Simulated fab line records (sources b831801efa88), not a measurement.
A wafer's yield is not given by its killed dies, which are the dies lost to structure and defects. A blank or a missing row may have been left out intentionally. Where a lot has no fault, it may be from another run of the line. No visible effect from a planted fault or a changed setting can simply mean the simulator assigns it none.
Struck lot and sound lot, side by side | flow sky130 | 35 out of 708 route steps
Sound: wafers L923.2, L923.5, L923.6. Wafers struck: L911.1, L911.3, L911.4. Last of all comes the cause.
Per side, at each step with rows, come the tool, then ch with its chambers, and then its first start. Under that, the readings that differ: sound wafers | struck wafers | difference of the means | sigmas: that difference in standard deviations of wafers without a fault.
alike: same words and numbers on both sides, and readings whose means sit less than 2 such deviations apart. not compared: any withheld reading, any reading some wafer has no value for, any bound like >300 that may hide the same value, and any number with overlapping values for which the record gives no deviation.
Wherever a step has rows on one side only, a row that says differs or no value, or a row with sigmas, the two part there. Non-overlapping numbers with no deviation appear without sigmas and do not part them. A reading that every wafer of one side lacks parts them only if that side has two wafers or more.

first, 10 steps without rows for these wafers: SKY_POLY_CUT_ETCH_10 (etches BARC in N2/H2, stops on SiO2, time 45.9 s, target depth 60 nm); SKY_POLY_CUT_ETCH_11 (etches Si3N4 in CF4/CH2F2/Ar, stops on poly-Si, time 42.5 s, target depth 60 nm); SKY_POLY_CUT_STRIP_12 (strips in O2/N2); SKY_SD_P_DEHYDRATE_00 (time 60 s); SKY_SD_P_HMDS_01 (prime time 60 s); SKY_SD_P_COAT_02 (resist thk 1140 nm); SKY_SD_P_SOFTBAKE_03 (time 60 s); SKY_SD_P_EXPOSE_04 (exposes mask PSDM, target cd 380 nm); SKY_SD_P_PEB_05; SKY_SD_P_DEVELOP_06 (develop time 60 s).
SKY_SD_P_IMPLANT_09:
  sound on implanter-04 ch 0, day 32 22:04; struck on implanter-02 ch 0, day 29 20:05
  reading                   | sound                | struck               | difference | sigmas
  beam energy keV           | 19.993 19.983 19.987 | 19.116 19.123 19.110 | -0.871     | -99 or more
  model.implant.rp nm (nm)  | 17.12 17.12 17.12    | 17.04 17.04 17.04    | -0.08      |
  model.implant.drp nm (nm) | 9.746 9.746 9.746    | 9.443 9.443 9.443    | -0.303     |
SKY_SD_P_STRIP_10: strips in O2/N2.
  sound on plasma asher-01 ch 0,1, day 32 22:11; struck on plasma asher-02 ch 0,1, day 29 20:14
  reading                      | sound             | struck            | difference | sigmas
  strip time to endpoint s (s) | 17.56 17.53 17.56 | 17.32 17.38 17.34 | -0.20      | -5
  alike: drypump motor current A, o2 flow sccm, oes product au
  not compared: rf hours counter h
then, 21 steps without rows for these wafers: SKY_RES_XHIGH_DEHYDRATE_00 (time 60 s); SKY_RES_XHIGH_HMDS_01 (prime time 60 s); SKY_RES_XHIGH_COAT_02 (resist thk 1140 nm); SKY_RES_XHIGH_SOFTBAKE_03 (time 60 s); SKY_RES_XHIGH_EXPOSE_04 (exposes mask URPM, target cd 1270 nm); SKY_RES_XHIGH_PEB_05; SKY_RES_XHIGH_DEVELOP_06 (develop time 60 s); SKY_RES_XHIGH_IMPLANT_07; SKY_RES_XHIGH_STRIP_08 (strips in O2/N2); SKY_SD_N_DEHYDRATE_00 (time 60 s); SKY_SD_N_HMDS_01 (prime time 60 s); SKY_SD_N_COAT_02 (resist thk 1140 nm); SKY_SD_N_SOFTBAKE_03 (time 60 s); SKY_SD_N_EXPOSE_04 (exposes mask NSDM, target cd 380 nm); SKY_SD_N_PEB_05; SKY_SD_N_DEVELOP_06 (develop time 60 s); SKY_SD_N_IMPLANT_09; SKY_SD_N_IMPLANT_10; SKY_SD_N_STRIP_11 (strips in O2/N2); SKY_SD_N_CLEAN_13 (cleans in SC1/SC2, time 150 s); SKY_SD_N_RTA_14 (time 2 s).
-- the record jumps here: 2 days lie between the struck wafers' starts before and after --
SKY_SD_N_RS_MEAS_17: measures by four-point-probe.
  struck on film metro-03, day 32 03:11; sound on film metro-03, day 35 04:02
  reading          | sound             | struck            | difference | sigmas
  SD_P_RS (ohm/sq) | 146.6 146.5 146.7 | 149.6 149.9 149.8 | +3.2       | +9
-- a jump in the record: the struck wafers' starts before and after are 16 days apart (it breaks off in module SD_N and resumes in module PAD_OPEN, where the first step shown is number 708 of the route) --
SKY_PAD_OPEN_PROBE_99:
  struck on prober-02, day 48 09:14; sound on prober-01, day 50 18:34
  reading                            | sound             | struck            | difference | sigmas
  model.etest.res pdiff hv.rs ohm sq | 189.6 189.9 190.9 | 193.2 192.8 193.1 | +2.9       |
  model.etest.res pdiff.rs ohm sq    | 196.5 196.8 197.2 | 198.2 198.9 197.9 | +1.5       |
  alike: killed_at_M0_to_M3, killed_at_M4_up, killed at contacts, killed at front end, killed at other, killed dies, killed open, killed short

== WHERE THEY PART ==
First at SKY_SD_P_IMPLANT_09; last, within this record, at SKY_SD_N_RS_MEAS_17. Later steps at which nothing parts them and some readings are alike: SKY_PAD_OPEN_PROBE_99.

WHY: what had been put in by the simulator
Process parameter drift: implanter-02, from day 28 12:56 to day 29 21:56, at SKY_SD_P_IMPLANT_09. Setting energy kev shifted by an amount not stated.
